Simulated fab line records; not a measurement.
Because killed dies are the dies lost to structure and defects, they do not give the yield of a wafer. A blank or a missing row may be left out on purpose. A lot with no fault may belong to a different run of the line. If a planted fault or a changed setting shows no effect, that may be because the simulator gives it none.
What tool caused it? + flow sky130 + 12 lots, 36 wafers sampled, at 5 steps of a route of 708

== WHAT THE GAUGES READ, wafer by wafer ==
SKY_FIELD_ISO_CD_MEAS_13: the cd target is 150 nm.
| lot  | measured    | on        | cd_nm (nm)        |
|------|-------------|-----------|-------------------|
| L744 | day 2 14:25 | cd_sem-02 | 148.4 150.3 150.5 |
| L745 | day 2 19:24 | cd_sem-02 | 147.7 146.0 146.8 |
| L748 | day 3 11:52 | cd_sem-01 | 149.8 149.9 150.3 |
| L749 | day 3 18:02 | cd_sem-01 | 148.5 151.2 149.5 |
| L750 | day 3 22:07 | cd_sem-02 | 149.6 149.1 150.3 |
| L751 | day 4 02:56 | cd_sem-02 | 149.5 148.6 150.3 |
| L752 | day 4 07:23 | cd_sem-02 | 150.4 151.4 149.2 |
| L753 | day 4 15:51 | cd_sem-01 | 153.1 153.7 153.3 |
| L761 | day 6 07:52 | cd_sem-02 | 150.1 150.2 149.1 |
| L762 | day 6 13:40 | cd_sem-02 | 153.0 151.2 150.9 |
| L764 | day 7 00:08 | cd_sem-02 | 150.8 150.7 149.8 |
| L765 | day 7 04:49 | cd_sem-02 | 150.6 149.6 149.8 |

SKY_VT_ADJUST_NCORE_TW_MEAS_11.
| lot  | measured     | on            | VT_ADJUST_NCORE_TW |
|------|--------------|---------------|--------------------|
| L744 | day 9 02:49  | film_metro-04 | 221.8 221.4 221.7  |
| L745 | day 9 10:06  | film_metro-04 | 222.3 222.2 221.4  |
| L748 | day 10 10:25 | film_metro-02 | 218.7 216.2 217.7  |
| L749 | day 10 16:31 | film_metro-01 | 218.4 221.2 220.0  |
| L750 | day 10 22:13 | film_metro-01 | 218.4 218.6 218.8  |
| L751 | day 11 03:23 | film_metro-01 | 218.8 219.9 219.3  |
| L752 | day 11 08:50 | film_metro-01 | 218.2 218.4 218.9  |
| L753 | day 11 23:24 | film_metro-04 | 219.5 219.4 221.1  |
| L761 | day 14 02:52 | film_metro-02 | 219.2 217.2 218.5  |
| L762 | day 14 13:31 | film_metro-04 | 222.0 221.8 221.1  |
| L764 | day 15 01:46 | film_metro-01 | 220.1 221.1 218.7  |
| L765 | day 15 07:33 | film_metro-02 | 218.0 218.6 218.5  |

SKY_SONOS_ONO_THK_MEAS_05.
| lot  | measured     | on            | SONOS_ONO_CVD_04_THK (nm) |
|------|--------------|---------------|---------------------------|
| L744 | day 12 04:10 | film_metro-01 | 5.78 5.74 5.80            |
| L745 | day 12 11:28 | film_metro-01 | 5.74 5.58 5.57            |
| L748 | day 13 23:19 | film_metro-01 | 5.74 5.72 5.81            |
| L749 | day 13 23:19 | film_metro-04 | 5.62 5.76 5.77            |
| L750 | day 14 10:56 | film_metro-01 | 6.34 6.47 6.39            |
| L751 | day 14 16:30 | film_metro-01 | 6.32 6.28 6.33            |
| L752 | day 14 16:29 | film_metro-02 | 6.47 6.47 6.54            |
| L753 | day 15 08:36 | film_metro-02 | 6.26 6.37 6.32            |
| L761 | day 17 17:40 | film_metro-04 | 5.52 5.59 5.59            |
| L762 | day 18 05:35 | film_metro-01 | 5.70 5.69 5.67            |
| L764 | day 18 19:59 | film_metro-04 | 5.71 5.79 5.72            |
| L765 | day 19 01:41 | film_metro-01 | 5.68 5.51 5.56            |

== WHAT TOOL EACH LOT RAN ON (gives the tool, then ch and the chambers of the sampled wafers, and finally the start) ==
| lot  | SKY_DNWELL_STRIP_08                 | SKY_SONOS_ONO_CVD_04        |
|------|-------------------------------------|-----------------------------|
| L744 | plasma_asher-01 ch 0,1, day 3 13:01 | lpcvd-03 ch 1, day 12 02:54 |
| L745 | plasma_asher-02 ch 0,1, day 3 19:03 | lpcvd-03 ch 0, day 12 10:13 |
| L748 | plasma_asher-02 ch 0,1, day 4 12:51 | lpcvd-03 ch 0, day 13 22:04 |
| L749 | plasma_asher-04 ch 0,1, day 4 19:40 | lpcvd-03 ch 0, day 13 22:04 |
| L750 | plasma_asher-02 ch 0,1, day 4 23:18 | lpcvd-03 ch 0, day 14 09:41 |
| L751 | plasma_asher-01 ch 0,1, day 5 04:30 | lpcvd-03 ch 0, day 14 15:13 |
| L752 | plasma_asher-04 ch 0,1, day 5 07:35 | lpcvd-03 ch 1, day 14 15:13 |
| L753 | plasma_asher-04 ch 0,1, day 5 18:58 | lpcvd-03 ch 0, day 15 06:43 |
| L761 | plasma_asher-04 ch 0,1, day 7 09:19 | lpcvd-03 ch 0, day 17 16:24 |
| L762 | plasma_asher-01 ch 0,1, day 7 19:39 | lpcvd-03 ch 1, day 18 04:20 |
| L764 | plasma_asher-02 ch 0,1, day 8 04:39 | lpcvd-03 ch 1, day 18 18:43 |
| L765 | plasma_asher-02 ch 0,1, day 8 07:57 | lpcvd-03 ch 0, day 19 00:26 |
- SKY_DNWELL_STRIP_08: strips in O2/N2.
- SKY_SONOS_ONO_CVD_04: deposits SiO2 from SiH4/N2O, target thk 5.7199 nm.

== WHAT THE TOOLS THEMSELVES READ (means of the sampled wafers that have a number; where no wafer has one, the mark that the record gives instead) ==
SKY_DNWELL_STRIP_08.
| lot  | tool            | drypump_motor_current_A (A) | oes_product_au (a.u.) | strip_time_to_endpoint_s (s) |
|------|-----------------|-----------------------------|-----------------------|------------------------------|
| L744 | plasma_asher-01 | 5.5                         | 0.725                 | 37.04                        |
| L745 | plasma_asher-02 | 5.1                         | 0.725                 | 36.94                        |
| L748 | plasma_asher-02 | 5.4                         | 0.725                 | 36.86                        |
| L749 | plasma_asher-04 | 5.3                         | 0.724                 | 37.01                        |
| L750 | plasma_asher-02 | 5.5                         | 0.725                 | 36.78                        |
| L751 | plasma_asher-01 | 5.5                         | 0.719                 | 36.87                        |
| L752 | plasma_asher-04 | 5.4                         | 0.722                 | 36.78                        |
| L753 | plasma_asher-04 | 5.4                         | 0.723                 | 36.99                        |
| L761 | plasma_asher-04 | 5.4                         | 0.718                 | 36.80                        |
| L762 | plasma_asher-01 | 5.5                         | 0.721                 | 36.78                        |
| L764 | plasma_asher-02 | 5.1                         | 0.724                 | 36.96                        |
| L765 | plasma_asher-02 | 5.5                         | 0.720                 | 36.95                        |

SKY_SONOS_ONO_CVD_04.
| lot  | tool     | pressure_mtorr (mTorr) | spike_tc_bottom_C (C) | spike_tc_centre_C (C) | spike_tc_lower_C (C) | spike_tc_top_C (C) | spike_tc_upper_C (C) | susceptor_temp_C (C) |
|------|----------|------------------------|-----------------------|-----------------------|----------------------|--------------------|----------------------|----------------------|
| L744 | lpcvd-03 | 400.1                  | 915.0                 | 902.1                 | 900.0                | 915.0              | 902.7                | 899.6                |
| L745 | lpcvd-03 | 399.6                  | 920.9                 | 901.7                 | 901.6                | 916.9              | 900.6                | 900.2                |
| L748 | lpcvd-03 | 399.6                  | 920.5                 | 902.0                 | 902.0                | 916.4              | 900.4                | 900.1                |
| L749 | lpcvd-03 | 400.1                  | 920.8                 | 902.8                 | 902.1                | 917.1              | 900.8                | 900.3                |
| L750 | lpcvd-03 | 400.3                  | 926.3                 | 909.4                 | 908.9                | 923.7              | 908.3                | 907.3                |
| L751 | lpcvd-03 | 399.7                  | 927.1                 | 908.9                 | 910.2                | 923.0              | 908.2                | 907.1                |
| L752 | lpcvd-03 | 400.0                  | 923.0                 | 908.6                 | 906.3                | 923.0              | 909.2                | 907.0                |
| L753 | lpcvd-03 | 400.9                  | 927.3                 | 909.5                 | 909.1                | 924.2              | 908.1                | 907.1                |
| L761 | lpcvd-03 | 400.7                  | 920.1                 | 901.7                 | 901.8                | 916.5              | 900.3                | 899.8                |
| L762 | lpcvd-03 | 400.8                  | 915.5                 | 900.1                 | 900.5                | 915.1              | 901.9                | 900.0                |
| L764 | lpcvd-03 | 399.3                  | 914.4                 | 901.4                 | 901.8                | 914.6              | 902.6                | 900.1                |
| L765 | lpcvd-03 | 400.1                  | 920.2                 | 903.3                 | 902.2                | 917.3              | 901.5                | 900.1                |

== THE ANSWER, worked out from the rows above alone ==
Rule: usual is defined by the lots themselves. The widest of any qualifying gaps counts: lots, ordered by their means at a reading, are off when they make up no more than a third of the lots, leave a main group of 4 or more, and stand apart from it by 3 or more times the standard deviation of that group's means. If all means in a main group match to the digits the tables above print for the reading, that group is not used. A lot without any number at a reading at which 4 lots or more have one is off too. Where the step has rows for the other lots, those lots are counted as sound. The gauges are gone through in route order, then the tools' own readings, and for those a lot's mean is taken as printed above. The first step at which some lot is off is used, and at that step the reading that is off furthest; a lot without a number counts as furthest.
Off: at SKY_SONOS_ONO_THK_MEAS_05 (SONOS_ONO_CVD_04_THK), L750, L751, L752, L753. Main group: mean 5.68 nm, sd 0.074.
A tool fits if, at a process step before that reading, it ran every lot that is off, and no sound lot after the first of them. The gauges at SKY_SONOS_ONO_THK_MEAS_05 aren't tried: what is off there is off at SKY_SONOS_ONO_CVD_04 too, on other tools, and a gauge's error can't cause that. Of those tried, none fits.

== WHAT HAD BEEN PUT IN BY THE SIMULATOR ==
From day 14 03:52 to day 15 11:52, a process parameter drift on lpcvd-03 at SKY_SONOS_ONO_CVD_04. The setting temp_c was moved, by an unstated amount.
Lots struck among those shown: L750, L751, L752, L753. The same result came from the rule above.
